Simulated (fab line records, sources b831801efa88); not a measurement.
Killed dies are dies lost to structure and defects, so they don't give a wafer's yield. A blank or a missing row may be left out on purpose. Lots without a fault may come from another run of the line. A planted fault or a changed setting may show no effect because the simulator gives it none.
fab line records | flow sky130 | part 1 of 2: steps 1 to 29 of 40
record lots=5 wafers=15 last_day=49
route steps=708 shown VT_ADJUST_PCH@148 SONOS_TUNNEL@154 SONOS_ONO@168 GATE_OXIDE@187
lots that met no fault: from a run of the same line without faults
start_h: hours from the record's first day to the start of the lot's first wafer shown | wait_h: hours since the lot's step before | " the same as in the row above | L1.1+2: a row that stands for several wafers | - no value, or no start given | * or withheld: withheld | < > ~ a bound
route shown NAME@n: a module of which the file shows steps, and the number in the route of the first | usual: mean/standard deviation of fault-free wafers | same: alike in all rows | chamber/n: place in a boat | sites: the reading at each site | _std_site: their standard deviation | _edge_site: outer sites' mean less inner sites' | radius_mm: how far each site lies from the wafer's centre | mask NAME#n: copy n | behind: the tool/chamber that last shaped the wafer | hold: why the lot was held/for how many hours/how that ended | device: the transistor (n, p or np) that didn't switch | end of line: the same wafers' tests at the end of the route | a step without rows: its recipe alone | killed: dies lost to structure and defects at the first sort, not the wafer's yield | map: a wafer's dies, x killed, . not, _ none there
set.NAME: the setting as run; set.NAME@STEP: as run at that earlier step | model.NAME: the simulator's own value behind a step, which no gauge read
lots at some steps of the route; a table a step, a row a wafer
services: from which hour (start_h, from the record's first day; less than 0 if before it) a tool's chamber was out of use, for how many hours, and why
## steps
# step SKY_VT_ADJUST_PCH_PEB_05
# recipe temp_c=115 time_s=withheld
# usual plate_temp_C=114.96/0.14
# columns lot.wafer tool chamber start_h wait_h plate_temp_C
L079.1 litho_track-02 0 - - 114.98
L079.3 " 0 " " 115.09
L079.4 " 0 " " 114.98
L082.2 litho_track-03 0 - - 115.15
L082.5 " 0 " " 114.99
L082.6 " 0 " " 115.07
L086.2 litho_track-03 0 - - 115.13
L086.3 " 0 " " 115.03
L086.6 " 0 " " 115.26
L091.2 litho_track-03 0 - - 115.07
L091.4 " 0 " " 114.79
L091.5 " 0 " " 114.90
L092.3 litho_track-02 0 - - 114.72
L092.4 " 0 " " 114.74
L092.6 " 0 " " 115.05
# step SKY_VT_ADJUST_PCH_DEVELOP_06
# recipe wall_angle_deg=90 developer=TMAH develop_time_s=60 dev_temp_c=23
# columns lot.wafer tool chamber start_h wait_h
L079.1+3+4 litho_track-02 0 - -
L082.2+5+6 litho_track-03 0 - -
L086.2+3+6 litho_track-03 0 - -
L091.2+4+5 litho_track-03 0 - -
L092.3+4+6 litho_track-02 0 - -
# step SKY_VT_ADJUST_PCH_OVL_MEAS_07
# usual VT_ADJUST_PCH_OVL=-1.5/1.5
# columns lot.wafer tool chamber start_h wait_h VT_ADJUST_PCH_OVL[nm]
L079.1 overlay-02 - 259.86 - 0.5
L079.3 " - " " 0.3
L079.4 " - " " 1.2
L082.2 overlay-02 - 282.18 - -3.5
L082.5 " - " " -2.7
L082.6 " - " " -2.1
L086.2 overlay-01 - 319.08 - -4.3
L086.3 " - " " -2.4
L086.6 " - " " -2.2
L091.2 overlay-02 - 355.28 - -1.0
L091.4 " - " " -2.4
L091.5 " - " " 0.1
L092.3 overlay-02 - 370.82 - -3.8
L092.4 " - " " -3.5
L092.6 " - " " -2.2
# step SKY_VT_ADJUST_PCH_IMPLANT_08
# recipe species=B energy_kev=10 dose_cm2=5e+11 tilt_deg=withheld
# columns lot.wafer tool chamber start_h wait_h
L079.1+3+4 implanter-01 0 259.90 0.0
L082.2+5+6 implanter-03 0 282.24 0.0
L086.2+3+6 implanter-01 0 319.14 0.0
L091.2+4+5 implanter-03 0 355.34 0.0
L092.3+4+6 implanter-02 0 370.90 0.1
# step SKY_VT_ADJUST_PCH_STRIP_09
# recipe chemistry=O2/N2 power_w=1400 pressure_mtorr=1500 platen_temp_c=withheld o2_flow_sccm=3000 n2_flow_sccm=300 overash_fraction=0.5
# usual chamber_pressure_mTorr=1500.1/1.3 drypump_motor_current_A=5.59/0.23 oes_product_au=0.723/0.0046 strip_time_to_endpoint_s=37.01/0.1
# columns lot.wafer tool chamber start_h wait_h chamber_pressure_mTorr drypump_motor_current_A oes_product_au rf_hours_counter_h strip_time_to_endpoint_s
L079.1 plasma_asher-02 0 260.05 0.1 1499.0 5.41 0.727 14 36.99
L079.3 " 1 " " 1500.2 5.55 0.729 - 37.07
L079.4 " 0 " " 1496.8 5.42 0.722 - 37.16
L082.2 plasma_asher-04 1 282.36 0.1 1499.6 5.24 0.720 59 37.12
L082.5 " 1 " " 1500.6 5.27 0.725 - 36.96
L082.6 " 0 " " 1500.5 5.70 0.723 - 37.02
L086.2 plasma_asher-04 0 319.26 0.1 1501.5 5.75 0.717 62 36.87
L086.3 " 0 " " 1499.4 5.76 0.715 - 37.03
L086.6 " 1 " " 1500.3 5.25 0.725 - 36.92
L091.2 plasma_asher-02 1 355.46 0.1 1502.1 5.56 0.716 23 36.79
L091.4 " 1 " " 1502.2 5.56 0.728 - 36.92
L091.5 " 0 " " 1501.6 5.42 0.718 - 37.05
L092.3 plasma_asher-02 0 371.03 0.1 1501.3 5.42 0.722 - 37.10
L092.4 " 1 " " 1499.4 5.56 0.727 - 37.04
L092.6 " 1 " " 1502.0 5.57 0.723 - 36.96
# step SKY_VT_ADJUST_PCH_TW_MEAS_10
# usual VT_ADJUST_PCH_TW=142.5/0.67
# columns lot.wafer tool chamber start_h wait_h VT_ADJUST_PCH_TW
L079.1 film_metro-04 - 260.15 0.1 142.4
L079.3 " - " " 143.7
L079.4 " - " " 142.6
L082.2 film_metro-03 - 282.47 0.1 142.8
L082.5 " - " " 142.3
L082.6 " - " " 141.8
L086.2 film_metro-03 - 319.37 0.1 142.2
L086.3 " - " " 142.1
L086.6 " - " " 141.4
L091.2 film_metro-04 - 355.57 0.1 143.0
L091.4 " - " " 142.5
L091.5 " - " " 143.7
L092.3 film_metro-03 - 371.12 0.1 142.7
L092.4 " - " " 142.7
L092.6 " - " " 142.8
# step SKY_SONOS_TUNNEL_DEHYDRATE_00
# recipe temp_c=200 time_s=60
# usual plate_temp_C=200.03/0.18
# columns lot.wafer tool chamber start_h wait_h plate_temp_C
L079.1 litho_track-04 0 271.21 11.1 199.98
L079.3 " 0 " " 200.31
L079.4 " 0 " " 200.12
L082.2 litho_track-04 0 295.04 12.6 199.85
L082.5 " 0 " " 199.84
L082.6 " 0 " " 199.81
L086.2 litho_track-02 0 331.24 11.9 199.96
L086.3 " 0 " " 200.14
L086.6 " 0 " " 200.35
L091.2 litho_track-04 0 369.34 13.8 200.16
L091.4 " 0 " " 200.39
L091.5 " 0 " " 200.48
L092.3 litho_track-02 0 384.86 13.7 199.92
L092.4 " 0 " " 200.05
L092.6 " 0 " " 199.98
# step SKY_SONOS_TUNNEL_HMDS_01
# recipe prime_time_s=60 prime_temp_c=120
# usual prime_temp_c=120.04/0.13
# columns lot.wafer tool chamber start_h wait_h prime_temp_c
L079.1 litho_track-04 0 271.36 0.1 119.87
L079.3 " 0 " " 120.14
L079.4 " 0 " " 120.02
L082.2 litho_track-04 0 295.19 0.1 120.22
L082.5 " 0 " " 120.17
L082.6 " 0 " " 120.15
L086.2 litho_track-02 0 331.39 0.1 119.99
L086.3 " 0 " " 119.80
L086.6 " 0 " " 119.92
L091.2 litho_track-04 0 369.49 0.1 120.07
L091.4 " 0 " " 120.05
L091.5 " 0 " " 119.90
L092.3 litho_track-02 0 385.01 0.1 120.16
L092.4 " 0 " " 120.10
L092.6 " 0 " " 119.95
# step SKY_SONOS_TUNNEL_COAT_02
# recipe resist=NOVOLAK spin_rpm=3000 resist_thk_nm=1140
# usual dispense_pressure_kPa=51.7/1.9
# columns lot.wafer tool chamber start_h wait_h dispense_pressure_kPa
L079.1 litho_track-04 0 271.51 0.1 51.9
L079.3 " 0 " " 51.9
L079.4 " 0 " " 51.9
L082.2 litho_track-04 0 295.34 0.1 51.9
L082.5 " 0 " " 51.9
L082.6 " 0 " " 51.9
L086.2 litho_track-02 0 331.54 0.1 50.2
L086.3 " 0 " " 50.2
L086.6 " 0 " " 50.2
L091.2 litho_track-04 0 369.64 0.1 51.8
L091.4 " 0 " " 51.8
L091.5 " 0 " " 51.8
L092.3 litho_track-02 0 385.16 0.1 50.2
L092.4 " 0 " " 50.2
L092.6 " 0 " " 50.2
# step SKY_SONOS_TUNNEL_SOFTBAKE_03
# recipe temp_c=90 time_s=60 resist=NOVOLAK
# usual plate_temp_C=90.00/0.12
# columns lot.wafer tool chamber start_h wait_h plate_temp_C
L079.1 litho_track-04 0 271.66 0.1 90.05
L079.3 " 0 " " 89.96
L079.4 " 0 " " 90.09
L082.2 litho_track-04 0 295.49 0.1 90.03
L082.5 " 0 " " 90.29
L082.6 " 0 " " 90.28
L086.2 litho_track-02 0 331.69 0.1 90.18
L086.3 " 0 " " 90.18
L086.6 " 0 " " 90.10
L091.2 litho_track-04 0 369.79 0.1 90.03
L091.4 " 0 " " 90.14
L091.5 " 0 " " 90.01
L092.3 litho_track-02 0 385.31 0.1 90.00
L092.4 " 0 " " 90.01
L092.6 " 0 " " 89.93
# step SKY_SONOS_TUNNEL_EXPOSE_04
# recipe mask_id=TUNM na=0.6 source_shape=conventional sigma_outer=0.6 polarization=unpolarized target_cd_nm=410 dose_mj=136
# same sigma_outer=0.6
# columns lot.wafer tool chamber start_h wait_h mask
L079.1+3+4 iline_stepper-02 0 - - TUNM#0
L082.2+5+6 iline_stepper-01 0 - - TUNM#0
L086.2+3+6 iline_stepper-02 0 - - TUNM#0
L091.2+4+5 iline_stepper-01 0 - - TUNM#0
L092.3+4+6 iline_stepper-02 0 - - TUNM#0
# step SKY_SONOS_TUNNEL_PEB_05
# recipe temp_c=withheld time_s=* resist=NOVOLAK
# columns lot.wafer tool chamber start_h wait_h
L079.1+3+4 litho_track-04 0 - -
L082.2+5+6 litho_track-03 0 - -
L086.2+3+6 litho_track-03 0 - -
L091.2+4+5 litho_track-03 0 - -
L092.3+4+6 litho_track-02 0 - -
# step SKY_SONOS_TUNNEL_DEVELOP_06
# recipe resist=NOVOLAK developer=TMAH develop_time_s=60 dev_temp_c=23
# columns lot.wafer tool chamber start_h wait_h
L079.1+3+4 litho_track-04 0 284.11 0.1
L082.2+5+6 litho_track-03 0 306.65 0.1
L086.2+3+6 litho_track-03 0 345.30 0.1
L091.2+4+5 litho_track-03 0 383.40 0.1
L092.3+4+6 litho_track-02 0 400.16 0.1
# step SKY_SONOS_TUNNEL_CD_MEAS_07
# recipe target_cd_nm=410
# usual cd_nm=409.9/2.4
# columns lot.wafer tool chamber start_h wait_h cd_nm
L079.1 cd_sem-01 - 284.26 0.1 409.6
L079.3 " - " " 407.1
L079.4 " - " " 409.7
L082.2 cd_sem-02 - 306.80 0.1 407.3
L082.5 " - " " 408.5
L082.6 " - " " 407.3
L086.2 cd_sem-01 - 345.45 0.1 411.9
L086.3 " - " " 411.8
L086.6 " - " " 410.0
L091.2 cd_sem-01 - 383.55 0.1 409.4
L091.4 " - " " 410.3
L091.5 " - " " 411.4
L092.3 cd_sem-02 - 400.30 0.1 409.0
L092.4 " - " " 409.6
L092.6 " - " " 408.5
# step SKY_SONOS_TUNNEL_OVL_MEAS_08
# usual SONOS_TUNNEL_OVL=-0.2/1.4
# columns lot.wafer tool chamber start_h wait_h SONOS_TUNNEL_OVL[nm]
L079.1 overlay-01 - 284.38 0.1 1.1
L079.3 " - " " 0.7
L079.4 " - " " -1.0
L082.2 overlay-02 - 306.90 0.1 -1.0
L082.5 " - " " 0.3
L082.6 " - " " -0.6
L086.2 overlay-01 - 345.55 0.1 -0.3
L086.3 " - " " -2.4
L086.6 " - " " -0.6
L091.2 overlay-01 - 383.65 0.1 -1.4
L091.4 " - " " 0.4
L091.5 " - " " -1.0
L092.3 overlay-01 - 400.39 0.1 0.3
L092.4 " - " " 1.6
L092.6 " - " " 0.7
# step SKY_SONOS_TUNNEL_IMPLANT_09
# recipe species=B energy_kev=20 dose_cm2=1e+12 tilt_deg=withheld
# columns lot.wafer tool chamber start_h wait_h
L079.1+3+4 implanter-04 0 284.42 0.0
L082.2+5+6 implanter-01 0 306.96 0.0
L086.2+3+6 implanter-01 0 345.61 0.0
L091.2+4+5 implanter-03 0 383.71 0.0
L092.3+4+6 implanter-01 0 400.47 0.1
# step SKY_SONOS_TUNNEL_WET_ETCH_10
# recipe chemistry=dHF target_depth_nm=14 target=SiO2 dilution=100:1 temp_c=25 time_s=280
# columns lot.wafer tool chamber start_h wait_h
L079.1+3+4 wet_bench-04 2 284.57 0.1
L082.2+5+6 wet_bench-03 1 307.08 0.1
L086.2+3+6 wet_bench-04 2 345.73 0.1
L091.2+4+5 wet_bench-01 0 383.83 0.1
L092.3+4+6 wet_bench-03 2 400.57 0.1
# step SKY_SONOS_TUNNEL_STRIP_11
# recipe chemistry=SPM time_s=600 temp_c=130
# columns lot.wafer tool chamber start_h wait_h
L079.1+3+4 wet_bench-03 3 284.65 0.0
L082.2+5+6 wet_bench-01 1 307.17 0.0
L086.2+3+6 wet_bench-01 0 345.90 0.0
L091.2+4+5 wet_bench-03 3 383.93 0.0
L092.3+4+6 wet_bench-04 3 400.67 0.0
# step SKY_SONOS_TUNNEL_TW_MEAS_12
# usual SONOS_TUNNEL_TW=197.3/1.3
# columns lot.wafer tool chamber start_h wait_h SONOS_TUNNEL_TW
L079.1 film_metro-04 - 284.83 0.0 198.0
L079.3 " - " " 196.9
L079.4 " - " " 198.6
L082.2 film_metro-02 - 307.35 0.0 199.1
L082.5 " - " " 198.5
L082.6 " - " " 198.7
L086.2 film_metro-02 - 346.09 0.0 196.1
L086.3 " - " " 196.1
L086.6 " - " " 197.1
L091.2 film_metro-04 - 384.13 0.0 195.2
L091.4 " - " " 196.5
L091.5 " - " " 196.4
L092.3 film_metro-04 - 400.90 0.0 196.0
L092.4 " - " " 195.0
L092.6 " - " " 195.3
# step SKY_SONOS_TUNNEL_CLEAN_13
# recipe chemistry=dHF time_s=20 dilution=100:1 dry=ipa_marangoni
# columns lot.wafer tool chamber start_h wait_h
L079.1+3+4 wet_bench-04 3 284.89 0.1
L082.2+5+6 wet_bench-04 0 307.40 0.0
L086.2+3+6 wet_bench-04 0 346.14 0.0
L091.2+4+5 wet_bench-01 3 384.18 0.0
L092.3+4+6 wet_bench-01 2 400.94 0.0
# step SKY_SONOS_ONO_OXIDATION_00
# recipe temp_c=800 ambient=O2 idle_temp_c=700 ramp_up_c_per_min=10 ramp_down_c_per_min=3 stabilise_s=600 purge_s=300 target_thk_a=26 ox_time_s=1249
# usual zone_power_upper_pct=16.2/1.3
# columns lot.wafer tool chamber start_h wait_h zone_power_upper_pct
L079.1 furnace-01 0 287.57 2.7 17.0
L079.3 " 0 " " 16.8
L079.4 " 0 " " 16.8
L082.2 furnace-01 0 312.67 5.3 17.0
L082.5 " 0 " " 16.7
L082.6 " 0 " " 16.8
L086.2 furnace-01 0 346.75 0.6 16.8
L086.3 " 0 " " 16.8
L086.6 " 0 " " 17.1
L091.2 furnace-02 0 384.43 0.2 14.2
L091.4 " 0 " " 13.9
L091.5 " 0 " " 13.9
L092.3 furnace-01 0 401.19 0.2 17.0
L092.4 " 0 " " 16.9
L092.6 " 0 " " 16.8
# step SKY_SONOS_ONO_THK_MEAS_01
# recipe reads=SiO2_of_SONOS_ONO_OXIDATION_00
# usual SONOS_ONO_OXIDATION_THK=2.59/0.058
# columns lot.wafer tool chamber start_h wait_h SONOS_ONO_OXIDATION_THK[nm]
L079.1 film_metro-02 - 288.92 0.0 2.64
L079.3 " - " " 2.72
L079.4 " - " " 2.74
L082.2 film_metro-03 - 314.03 0.0 2.60
L082.5 " - " " 2.59
L082.6 " - " " 2.54
L086.2 film_metro-02 - 348.11 0.0 2.44
L086.3 " - " " 2.46
L086.6 " - " " 2.46
L091.2 film_metro-02 - 385.78 0.0 2.66
L091.4 " - " " 2.61
L091.5 " - " " 2.56
L092.3 film_metro-02 - 402.56 0.0 2.57
L092.4 " - " " 2.59
L092.6 " - " " 2.64
# step SKY_SONOS_ONO_CVD_02
# recipe material=Si3N4 precursor=DCS/NH3 target_thk_nm=10.5 temp_c=770 time_s=180 pressure_mtorr=250
# usual zone_power_upper_pct=13.5/0.55
# columns lot.wafer tool chamber start_h wait_h zone_power_upper_pct
L079.1 lpcvd-02 1 288.98 0.1 13.1
L079.3 " 1 " " 13.1
L079.4 " 1 " " 13.1
L082.2 lpcvd-02 1 314.08 0.0 13.1
L082.5 " 1 " " 13.2
L082.6 " 1 " " 13.0
L086.2 lpcvd-02 0 348.48 0.4 14.0
L086.3 " 0 " " 14.2
L086.6 " 0 " " 14.1
L091.2 lpcvd-02 1 385.83 0.0 13.1
L091.4 " 1 " " 12.8
L091.5 " 1 " " 12.9
L092.3 lpcvd-02 0 404.31 1.7 14.3
L092.4 " 0 " " 14.4
L092.6 " 0 " " 14.2
# step SKY_SONOS_ONO_THK_MEAS_03
# recipe reads=Si3N4_of_SONOS_ONO_CVD_02
# usual SONOS_ONO_CVD_02_THK=10.45/0.12
# columns lot.wafer tool chamber start_h wait_h SONOS_ONO_CVD_02_THK[nm]
L079.1 film_metro-02 - 290.03 0.0 10.69
L079.3 " - " " 10.62
L079.4 " - " " 10.46
L082.2 film_metro-01 - 315.14 0.0 10.45
L082.5 " - " " 10.56
L082.6 " - " " 10.41
L086.2 film_metro-02 - 349.54 0.0 10.43
L086.3 " - " " 10.43
L086.6 " - " " 10.42
L091.2 film_metro-02 - 386.89 0.0 10.40
L091.4 " - " " 10.45
L091.5 " - " " 10.44
L092.3 film_metro-03 - 405.38 0.0 10.38
L092.4 " - " " 10.36
L092.6 " - " " 10.40
# step SKY_SONOS_ONO_CVD_04
# recipe material=SiO2 precursor=SiH4/N2O target_thk_nm=5.7199 temp_c=900 pressure_mtorr=400
# usual zone_power_upper_pct=16.5/1
# columns lot.wafer tool chamber start_h wait_h zone_power_upper_pct
L079.1 lpcvd-03 0 290.09 0.1 17.5
L079.3 " 0 " " 17.5
L079.4 " 0 " " 17.7
L082.2 lpcvd-03 1 315.19 0.0 15.6
L082.5 " 1 " " 15.7
L082.6 " 1 " " 15.5
L086.2 lpcvd-03 0 349.59 0.0 17.5
L086.3 " 0 " " 17.6
L086.6 " 0 " " 17.5
L091.2 lpcvd-03 0 386.94 0.0 17.6
L091.4 " 0 " " 18.1
L091.5 " 0 " " 17.6
L092.3 lpcvd-03 1 405.42 0.0 15.8
L092.4 " 1 " " 15.6
L092.6 " 1 " " 15.7
# step SKY_SONOS_ONO_THK_MEAS_05
# recipe reads=SiO2_of_SONOS_ONO_CVD_04
# usual SONOS_ONO_CVD_04_THK=5.76/0.1
# columns lot.wafer tool chamber start_h wait_h SONOS_ONO_CVD_04_THK[nm]
L079.1 film_metro-02 - 291.34 0.0 5.82
L079.3 " - " " 5.85
L079.4 " - " " 5.90
L082.2 film_metro-03 - 316.46 0.0 5.79
L082.5 " - " " 5.79
L082.6 " - " " 5.86
L086.2 film_metro-03 - 350.85 0.0 5.67
L086.3 " - " " 5.70
L086.6 " - " " 5.84
L091.2 film_metro-01 - 388.20 0.0 5.83
L091.4 " - " " 5.84
L091.5 " - " " 5.77
L092.3 film_metro-01 - 406.69 0.0 5.72
L092.4 " - " " 5.80
L092.6 " - " " 5.69
# step SKY_SONOS_ONO_DEHYDRATE_06
# recipe temp_c=200 time_s=60
# usual plate_temp_C=199.99/0.14
# columns lot.wafer tool chamber start_h wait_h plate_temp_C
L079.1 litho_track-04 0 302.61 11.3 200.07
L079.3 " 0 " " 200.12
L079.4 " 0 " " 200.26
L082.2 litho_track-01 0 328.37 11.9 200.07
L082.5 " 0 " " 200.03
L082.6 " 0 " " 200.06
L086.2 litho_track-01 0 363.72 12.9 199.86
L086.3 " 0 " " 199.84
L086.6 " 0 " " 199.76
L091.2 litho_track-01 0 402.72 14.5 200.17
L091.4 " 0 " " 200.01
L091.5 " 0 " " 200.30
L092.3 litho_track-03 0 420.48 13.8 200.16
L092.4 " 0 " " 200.08
L092.6 " 0 " " 200.17
# step SKY_SONOS_ONO_HMDS_07
# recipe prime_time_s=60 prime_temp_c=120
# usual prime_temp_c=120.02/0.12
# columns lot.wafer tool chamber start_h wait_h prime_temp_c
L079.1 litho_track-04 0 302.76 0.1 119.93
L079.3 " 0 " " 120.00
L079.4 " 0 " " 120.17
L082.2 litho_track-01 0 328.52 0.1 120.03
L082.5 " 0 " " 120.00
L082.6 " 0 " " 120.04
L086.2 litho_track-01 0 363.87 0.1 120.06
L086.3 " 0 " " 119.90
L086.6 " 0 " " 120.06
L091.2 litho_track-01 0 402.87 0.1 120.16
L091.4 " 0 " " 120.01
L091.5 " 0 " " 120.10
L092.3 litho_track-03 0 420.63 0.1 119.97
L092.4 " 0 " " 120.01
L092.6 " 0 " " 120.01
# step SKY_SONOS_ONO_COAT_08
# recipe resist=NOVOLAK spin_rpm=3000 resist_thk_nm=1140
# usual dispense_pressure_kPa=52.5/1.6
# columns lot.wafer tool chamber start_h wait_h dispense_pressure_kPa
L079.1 litho_track-04 0 302.91 0.1 51.9
L079.3 " 0 " " 51.9
L079.4 " 0 " " 51.9
L082.2 litho_track-01 0 328.67 0.1 51.5
L082.5 " 0 " " 51.6
L082.6 " 0 " " 51.5
L086.2 litho_track-01 0 364.02 0.1 51.6
L086.3 " 0 " " 51.6
L086.6 " 0 " " 51.6
L091.2 litho_track-01 0 403.02 0.1 51.5
L091.4 " 0 " " 51.6
L091.5 " 0 " " 51.6
L092.3 litho_track-03 0 420.78 0.1 55.6
L092.4 " 0 " " 55.6
L092.6 " 0 " " 55.6
